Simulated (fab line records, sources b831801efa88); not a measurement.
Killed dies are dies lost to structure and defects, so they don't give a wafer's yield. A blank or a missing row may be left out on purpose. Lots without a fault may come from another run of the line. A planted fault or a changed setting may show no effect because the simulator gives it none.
Chamber matching | flow gf180mcu | GF_M5_ETCH_09 on rie_diel-03: 4 sister chambers
The step etches Si3N4 in CF4/O2, target depth 52 nm, time 11.6 s. 4 wafers are shown with their chamber, then 7 later ones without.

WAFERS WITH THEIR CHAMBER
wafer  | chamber | drypump_motor_current_A (A)
L133.5 | 1       | 6.4
L134.3 | 3       | 5.6
L134.5 | 2       | 6.4
L144.4 | 0       | 5.8

WAFERS WITHOUT THEIR CHAMBER
wafer  | drypump_motor_current_A (A)
L144.6 | 6.4
L147.1 | 5.6
L147.4 | 6.5
L147.5 | 6.5
L149.2 | 6.5
L149.4 | 6.3
L149.5 | 6.5

WHICH CHAMBER EACH WENT THROUGH
wafer  | from the rows above     | in truth
L144.6 | can't be placed: 1 or 2 | 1
L147.1 | 3                       | 3
L147.4 | can't be placed: 1 or 2 | 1
L147.5 | can't be placed: 1 or 2 | 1
L149.2 | can't be placed: 1 or 2 | 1
L149.4 | can't be placed: 1 or 2 | 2
L149.5 | can't be placed: 1 or 2 | 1
Placed correctly: 1 of 7. Can't be placed from these rows: 6 (the true chamber is among the candidates in 6). Placed wrongly: 0.
How it was worked out, from the rows above alone: a wafer's distance from a chamber is the root of the sum, over the readings, of the square of ((its reading less the chamber's mean) divided by the reading's scatter). The wafer belongs to the nearest chamber; if the next one is less than 2 further off, it can't be placed. A chamber's mean is the mean of its shown wafers. The scatter: with one shown wafer a chamber, the root of the mean of the squares of how far each hidden wafer lies from its nearest shown one.
